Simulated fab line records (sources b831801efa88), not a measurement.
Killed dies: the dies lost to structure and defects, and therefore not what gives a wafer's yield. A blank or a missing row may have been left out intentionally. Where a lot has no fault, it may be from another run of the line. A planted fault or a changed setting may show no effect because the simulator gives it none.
Check for tools in common || flow gf180mcu || Lots sampled 13, wafers sampled 38

WHAT PROMPTED THE OPENING
2 of 13 lots carry a flag on the reading NWELL_RS at GF_VT_IMPLANT_RS_MEAS_47. Wafers without a fault read 488.4 ohm/sq, standard deviation 1.
Rule: a lot gets a flag if all its wafers with a number sit over 4 standard deviations from that mean, or if no wafer of it has a number. As for the other lots, they are considered sound.

{"lot": "L327", "measured": "day 7 12:32", "on": "film-metro-01", "NWELL_RS (ohm/sq), wafer by wafer": "489.8 489.4 489.4", "flag": ""}
{"lot": "L328", "measured": "day 7 19:55", "on": "film-metro-01", "NWELL_RS (ohm/sq), wafer by wafer": "489.1 487.9 489.0", "flag": ""}
{"lot": "L329", "measured": "day 8 03:50", "on": "film-metro-04", "NWELL_RS (ohm/sq), wafer by wafer": "488.6 488.0 486.4", "flag": ""}
{"lot": "L331", "measured": "day 8 14:55", "on": "film-metro-01", "NWELL_RS (ohm/sq), wafer by wafer": "488.3 488.6 488.7", "flag": ""}
{"lot": "L333", "measured": "day 9 05:05", "on": "film-metro-02", "NWELL_RS (ohm/sq), wafer by wafer": "486.9 487.2 488.3", "flag": ""}
{"lot": "L334", "measured": "day 9 14:52", "on": "film-metro-02", "NWELL_RS (ohm/sq), wafer by wafer": "487.7 486.7 489.6", "flag": ""}
{"lot": "L336", "measured": "day 10 03:21", "on": "film-metro-04", "NWELL_RS (ohm/sq), wafer by wafer": "487.2 487.7 488.3", "flag": ""}
{"lot": "L337", "measured": "day 10 09:38", "on": "film-metro-04", "NWELL_RS (ohm/sq), wafer by wafer": "487.4 487.2 488.8", "flag": ""}
{"lot": "L341", "measured": "day 11 13:14", "on": "film-metro-04", "NWELL_RS (ohm/sq), wafer by wafer": "489.3 486.7 489.5", "flag": ""}
{"lot": "L342", "measured": "day 11 19:49", "on": "film-metro-02", "NWELL_RS (ohm/sq), wafer by wafer": "487.1 487.7 487.7", "flag": ""}
{"lot": "L343", "measured": "day 12 01:55", "on": "film-metro-01", "NWELL_RS (ohm/sq), wafer by wafer": "488.4 489.3 487.9", "flag": ""}
{"lot": "L347", "measured": "day 13 02:20", "on": "film-metro-04", "NWELL_RS (ohm/sq), wafer by wafer": "481.7 481.0 480.5", "flag": "FLAGGED"}
{"lot": "L348", "measured": "day 13 08:31", "on": "film-metro-01", "NWELL_RS (ohm/sq), wafer by wafer": "480.3 481.0", "flag": "FLAGGED"}
Average over the flagged lots: 480.9 ohm/sq; offset from the usual -7.5 ohm/sq, equal to -8 standard deviations.

TOOL THAT RAN EACH LOT
The record keeps 1 process step preceding the reading, out of 602 steps on the route. Every cell lists first the tool, next ch and the chambers used by the sampled wafers, and last the start.
{"lot": "L327", "flag": "", "GF_NWELL_IMPLANT_09": "implanter-03 ch 0, day 3 07:10"}
{"lot": "L328", "flag": "", "GF_NWELL_IMPLANT_09": "implanter-03 ch 0, day 3 13:02"}
{"lot": "L329", "flag": "", "GF_NWELL_IMPLANT_09": "implanter-01 ch 0, day 3 18:10"}
{"lot": "L331", "flag": "", "GF_NWELL_IMPLANT_09": "implanter-03 ch 0, day 4 04:41"}
{"lot": "L333", "flag": "", "GF_NWELL_IMPLANT_09": "implanter-03 ch 0, day 4 16:09"}
{"lot": "L334", "flag": "", "GF_NWELL_IMPLANT_09": "implanter-03 ch 0, day 5 00:13"}
{"lot": "L336", "flag": "", "GF_NWELL_IMPLANT_09": "implanter-01 ch 0, day 5 09:14"}
{"lot": "L337", "flag": "", "GF_NWELL_IMPLANT_09": "implanter-01 ch 0, day 5 15:15"}
{"lot": "L341", "flag": "", "GF_NWELL_IMPLANT_09": "implanter-01 ch 0, day 6 14:00"}
{"lot": "L342", "flag": "", "GF_NWELL_IMPLANT_09": "implanter-01 ch 0, day 6 18:26"}
{"lot": "L343", "flag": "", "GF_NWELL_IMPLANT_09": "implanter-04 ch 0, day 6 23:32"}
{"lot": "L347", "flag": "FLAGGED", "GF_NWELL_IMPLANT_09": "implanter-03 ch 0, day 7 19:58"}
{"lot": "L348", "flag": "FLAGGED", "GF_NWELL_IMPLANT_09": "implanter-03 ch 0, day 8 01:13"}
What is done by these steps:
- GF_NWELL_IMPLANT_09
- GF_VT_IMPLANT_RS_MEAS_47: measures by four-point-probe.

FLAGGED OVER TOTAL, TOOL BY TOOL (the gauges that took the reading come last)
{"step": "GF_NWELL_IMPLANT_09", "tool": "implanter-01", "lots run": 5, "flagged": 0, "share of the flagged lots": "none", "sound lots run after its first flagged lot": "-"}
{"step": "GF_NWELL_IMPLANT_09", "tool": "implanter-03", "lots run": 7, "flagged": 2, "share of the flagged lots": "all", "sound lots run after its first flagged lot": 0}
{"step": "GF_NWELL_IMPLANT_09", "tool": "implanter-04", "lots run": 1, "flagged": 0, "share of the flagged lots": "none", "sound lots run after its first flagged lot": "-"}
{"step": "GF_VT_IMPLANT_RS_MEAS_47", "tool": "film-metro-01", "lots run": 5, "flagged": 1, "share of the flagged lots": "some", "sound lots run after its first flagged lot": 0}
{"step": "GF_VT_IMPLANT_RS_MEAS_47", "tool": "film-metro-02", "lots run": 3, "flagged": 0, "share of the flagged lots": "none", "sound lots run after its first flagged lot": "-"}
{"step": "GF_VT_IMPLANT_RS_MEAS_47", "tool": "film-metro-04", "lots run": 5, "flagged": 1, "share of the flagged lots": "some", "sound lots run after its first flagged lot": 0}

WHAT IS ALLOWED BY THE TABLE
1 row of the table ran every flagged lot: implanter-03 at GF_NWELL_IMPLANT_09.
- implanter-03 at GF_NWELL_IMPLANT_09: 2 of its 7 lots flagged. Last sound lot L334 at day 5 00:13, first flagged lot L347 at day 7 19:58; a fault beginning in between fits. Its own readings lie more than 4 standard deviations out on every wafer of the flagged lots: beam-on-s.
Just one tool remains: implanter-03 at GF_NWELL_IMPLANT_09.

WHAT THE SIMULATOR HAD PUT IN
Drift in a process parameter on implanter-03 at GF_NWELL_IMPLANT_09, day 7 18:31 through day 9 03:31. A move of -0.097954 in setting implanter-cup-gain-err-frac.
Shown lots that were struck: L347, L348. The rule given above showed the same thing.
